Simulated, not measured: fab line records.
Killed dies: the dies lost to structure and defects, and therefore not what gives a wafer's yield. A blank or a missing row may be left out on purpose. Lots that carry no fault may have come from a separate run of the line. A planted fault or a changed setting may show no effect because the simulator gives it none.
fab line records -- flow gf180mcu
record: lots: 13, wafers: 39, last-day: 34
route steps=602 shown STI@3 NWELL@46
lots untouched by any fault: they come from a run of this same line in which no faults occurred
start-h: hours from the record's opening day to when the first of the lot's shown wafers began -- wait-h: how many hours have passed since the lot's step before this one -- " unchanged from the row above -- L1.1+2: a row that stands for several wafers -- - either no value or no given start -- * or withheld: withheld -- < > ~ a bound
route shown NAME@n: names a module that has steps shown in the file, with the first one's number in the route -- usual: the fault-free wafers' mean and standard deviation -- same: alike in all rows -- chamber/n: place in a boat -- sites: per-site readings -- _std_site: standard deviation across them -- _edge_site: mean of outer sites minus mean of inner sites -- radius-mm: how far each site lies from the wafer's centre -- mask NAME#n: copy n -- behind: tool/chamber where the wafer was last shaped -- hold: cause of the lot's hold/its duration in hours/its outcome -- device: names the non-switching transistor (n, p or np) -- end of line: the tests these same wafers got at the end of their route -- where a step has no rows: the recipe by itself -- killed: not the wafer's yield, but the dies lost to structure and defects at the first sort -- map: shows each die of a wafer: x if killed, . if not, _ if none is there
set.NAME: the run value of the setting; set.NAME@STEP: its run value at that earlier step -- model.NAME: the simulator's own value behind a step, which no gauge read
a sample of lots followed through the steps of the route, with each step as a table and each wafer as a row
services: when a tool's chamber went out of use (start-h, in hours from the record's first day, below 0 if earlier), for how many hours, and the reason
== steps ==
step: GF_STI_THK_MEAS_02
recipe: reads: SiO2_of_STI_OXIDATION_01
usual: STI_OXIDATION_THK: 9.95/0.24
lot.wafer,tool,chamber,start-h,wait-h,STI_OXIDATION_THK[nm]
L365.1,film-metro-02,-,12.26,0.0,9.81
L365.3,film-metro-02,-,12.26,0.0,9.81
L365.4,film-metro-02,-,12.26,0.0,9.85
L368.1,film-metro-02,-,26.51,0.0,9.89
L368.2,film-metro-02,-,26.51,0.0,10.07
L368.4,film-metro-02,-,26.51,0.0,10.01
L369.1,film-metro-02,-,31.51,0.0,9.95
L369.3,film-metro-02,-,31.51,0.0,9.96
L369.4,film-metro-02,-,31.51,0.0,10.07
L370.2,film-metro-01,-,37.08,0.0,10.03
L370.4,film-metro-01,-,37.08,0.0,9.89
L370.6,film-metro-01,-,37.08,0.0,10.06
L372.2,film-metro-04,-,46.54,0.0,9.48
L372.3,film-metro-04,-,46.54,0.0,9.70
L372.4,film-metro-04,-,46.54,0.0,9.77
L373.1,film-metro-04,-,52.40,0.0,9.96
L373.3,film-metro-04,-,52.40,0.0,10.03
L373.5,film-metro-04,-,52.40,0.0,9.92
L374.1,film-metro-02,-,56.51,0.0,9.49
L374.2,film-metro-02,-,56.51,0.0,9.57
L374.6,film-metro-02,-,56.51,0.0,9.50
L375.1,film-metro-02,-,63.32,0.0,10.35
L375.4,film-metro-02,-,63.32,0.0,9.85
L375.5,film-metro-02,-,63.32,0.0,10.14
L377.1,film-metro-02,-,71.51,0.0,10.06
L377.2,film-metro-02,-,71.51,0.0,10.04
L377.4,film-metro-02,-,71.51,0.0,9.95
L383.3,film-metro-04,-,102.41,0.0,10.01
L383.4,film-metro-04,-,102.41,0.0,9.95
L383.5,film-metro-04,-,102.41,0.0,10.15
L384.4,film-metro-02,-,106.60,0.0,10.28
L384.5,film-metro-02,-,106.60,0.0,10.09
L384.6,film-metro-02,-,106.60,0.0,9.95
L386.1,film-metro-02,-,116.51,0.0,10.49
L386.2,film-metro-02,-,116.51,0.0,10.47
L386.6,film-metro-02,-,116.51,0.0,10.56
L387.2,film-metro-04,-,121.52,0.0,9.71
L387.3,film-metro-04,-,121.52,0.0,9.79
L387.4,film-metro-04,-,121.52,0.0,9.94
step: GF_STI_CD_MEAS_12
recipe: target-cd-nm: 220
usual: cd-nm: 219.7/1.2
lot.wafer,tool,chamber,start-h,wait-h,cd-nm
L365.1,cd-sem-02,-,25.72,0.1,219.6
L365.3,cd-sem-02,-,25.72,0.1,217.6
L365.4,cd-sem-02,-,25.72,0.1,220.3
L368.1,cd-sem-01,-,40.72,0.1,222.5
L368.2,cd-sem-01,-,40.72,0.1,222.1
L368.4,cd-sem-01,-,40.72,0.1,220.8
L369.1,cd-sem-01,-,45.36,0.1,218.9
L369.3,cd-sem-01,-,45.36,0.1,218.5
L369.4,cd-sem-01,-,45.36,0.1,218.8
L370.2,cd-sem-02,-,53.15,0.1,221.0
L370.4,cd-sem-02,-,53.15,0.1,221.6
L370.6,cd-sem-02,-,53.15,0.1,221.7
L372.2,cd-sem-01,-,62.40,0.1,219.1
L372.3,cd-sem-01,-,62.40,0.1,218.6
L372.4,cd-sem-01,-,62.40,0.1,218.0
L373.1,cd-sem-02,-,69.51,0.1,221.5
L373.3,cd-sem-02,-,69.51,0.1,220.8
L373.5,cd-sem-02,-,69.51,0.1,220.4
L374.1,cd-sem-02,-,72.62,0.1,220.4
L374.2,cd-sem-02,-,72.62,0.1,220.1
L374.6,cd-sem-02,-,72.62,0.1,221.3
L375.1,cd-sem-01,-,80.93,0.1,219.8
L375.4,cd-sem-01,-,80.93,0.1,219.4
L375.5,cd-sem-01,-,80.93,0.1,219.0
L377.1,cd-sem-02,-,87.08,0.1,218.5
L377.2,cd-sem-02,-,87.08,0.1,217.7
L377.4,cd-sem-02,-,87.08,0.1,218.3
L383.3,cd-sem-02,-,119.77,0.1,220.6
L383.4,cd-sem-02,-,119.77,0.1,222.2
L383.5,cd-sem-02,-,119.77,0.1,219.7
L384.4,cd-sem-02,-,122.79,0.1,219.4
L384.5,cd-sem-02,-,122.79,0.1,218.9
L384.6,cd-sem-02,-,122.79,0.1,219.1
L386.1,cd-sem-02,-,134.91,0.1,219.7
L386.2,cd-sem-02,-,134.91,0.1,219.5
L386.6,cd-sem-02,-,134.91,0.1,219.1
L387.2,cd-sem-01,-,139.18,0.1,221.3
L387.3,cd-sem-01,-,139.18,0.1,220.8
L387.4,cd-sem-01,-,139.18,0.1,219.9
step: GF_NWELL_EXPOSE_04
recipe: mask-id: Nwell, target-cd-nm: 860, na: 0.6, source-shape: conventional, sigma-outer: 0.6, dose-mj: 260
lot.wafer,tool,chamber,start-h,wait-h,mask
L365.1+3+4,iline-stepper-02,0,48.47,-,Nwell#0
L368.1+2+4,iline-stepper-01,0,64.76,-,Nwell#0
L369.1+3+4,iline-stepper-02,0,69.49,-,Nwell#0
L370.2+4+6,iline-stepper-01,0,76.52,-,Nwell#0
L372.2+3+4,iline-stepper-02,0,88.86,-,Nwell#0
L373.1+3+5,iline-stepper-02,0,95.97,-,Nwell#0
L374.1+2+6,iline-stepper-01,0,98.61,-,Nwell_R1#0
L375.1+4+5,iline-stepper-01,0,106.88,-,Nwell#0
L377.1+2+4,iline-stepper-01,0,115.26,-,Nwell#0
L383.3+4+5,iline-stepper-02,0,147.37,-,Nwell#0
L384.4+5+6,iline-stepper-02,0,150.24,-,Nwell#0
L386.1+2+6,iline-stepper-01,0,163.36,-,Nwell#0
L387.2+3+4,iline-stepper-01,0,167.10,-,Nwell#0
step: GF_NWELL_TW_MEAS_11
usual: NWELL_TW: 1597/14
lot.wafer,tool,chamber,start-h,wait-h,NWELL_TW
L365.1,film-metro-04,-,54.87,0.1,1601
L365.3,film-metro-04,-,54.87,0.1,1602
L365.4,film-metro-04,-,54.87,0.1,1601
L368.1,film-metro-04,-,71.60,0.1,1600
L368.2,film-metro-04,-,71.60,0.1,1602
L368.4,film-metro-04,-,71.60,0.1,1598
L369.1,film-metro-01,-,76.17,0.1,1579
L369.3,film-metro-01,-,76.17,0.1,1593
L369.4,film-metro-01,-,76.17,0.1,1591
L370.2,film-metro-04,-,83.61,0.1,1611
L370.4,film-metro-04,-,83.61,0.1,1614
L370.6,film-metro-04,-,83.61,0.1,1621
L372.2,film-metro-03,-,96.01,0.1,1589
L372.3,film-metro-03,-,96.01,0.1,1596
L372.4,film-metro-03,-,96.01,0.1,1596
L373.1,film-metro-01,-,103.00,0.1,1583
L373.3,film-metro-01,-,103.00,0.1,1591
L373.5,film-metro-01,-,103.00,0.1,1601
L374.1,film-metro-03,-,105.62,0.1,1591
L374.2,film-metro-03,-,105.62,0.1,1591
L374.6,film-metro-03,-,105.62,0.1,1604
L375.1,film-metro-03,-,114.45,0.1,1591
L375.4,film-metro-03,-,114.45,0.1,1594
L375.5,film-metro-03,-,114.45,0.1,1595
L377.1,film-metro-03,-,122.90,0.1,1609
L377.2,film-metro-03,-,122.90,0.1,1612
L377.4,film-metro-03,-,122.90,0.1,1608
L383.3,film-metro-01,-,155.23,0.1,1566
L383.4,film-metro-01,-,155.23,0.1,1570
L383.5,film-metro-01,-,155.23,0.1,1564
L384.4,film-metro-04,-,158.03,0.1,1615
L384.5,film-metro-04,-,158.03,0.1,1616
L384.6,film-metro-04,-,158.03,0.1,1625
L386.1,film-metro-01,-,171.85,0.1,1589
L386.2,film-metro-01,-,171.85,0.1,1585
L386.6,film-metro-01,-,171.85,0.1,1579
L387.2,film-metro-01,-,175.37,0.1,1583
L387.3,film-metro-01,-,175.37,0.1,1589
L387.4,film-metro-01,-,175.37,0.1,1586
== services ==
tool,chamber,start-h,hours,kind
iline-stepper-01,-,27.58,2.4,repair
iline-stepper-02,-,56.70,1.7,pm
iline-stepper-02,-,71.24,0.8,repair
iline-stepper-01,-,93.19,1.7,pm
iline-stepper-02,0,153.68,-,calibration
== key ==
first-sign: step: GF_NWELL_EXPOSE_04, reading: mask, direction: changed
effect none on later readings
met-at GF_NWELL_EXPOSE_04
struck-lots L374
sort-left-out L374.1,L374.2,L374.6
tester-left-out L374
not-acting-at GF_STI_THK_MEAS_02,GF_STI_CD_MEAS_12,GF_NWELL_TW_MEAS_11
onset-between 76.52 98.61
fault: kind: wrong-mask, tool: any, chamber: -, onset-h: 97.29, steps: GF_NWELL_EXPOSE_04, aux-copy: Nwell_R1#0, cd-offset-nm: 129, scope: struck-lots-only
tester-left-out: of these lots the tester's yield and bins aren't shown, on N5 and GAA mostly nor the transistor test; their killed dies are dies lost to structure and defects alone, not to doping, threshold or leakage, so they don't give the yield
sort-left-out: the simulated sort isn't trusted on such a fault, so these wafers' sort isn't shown, and their yield isn't known
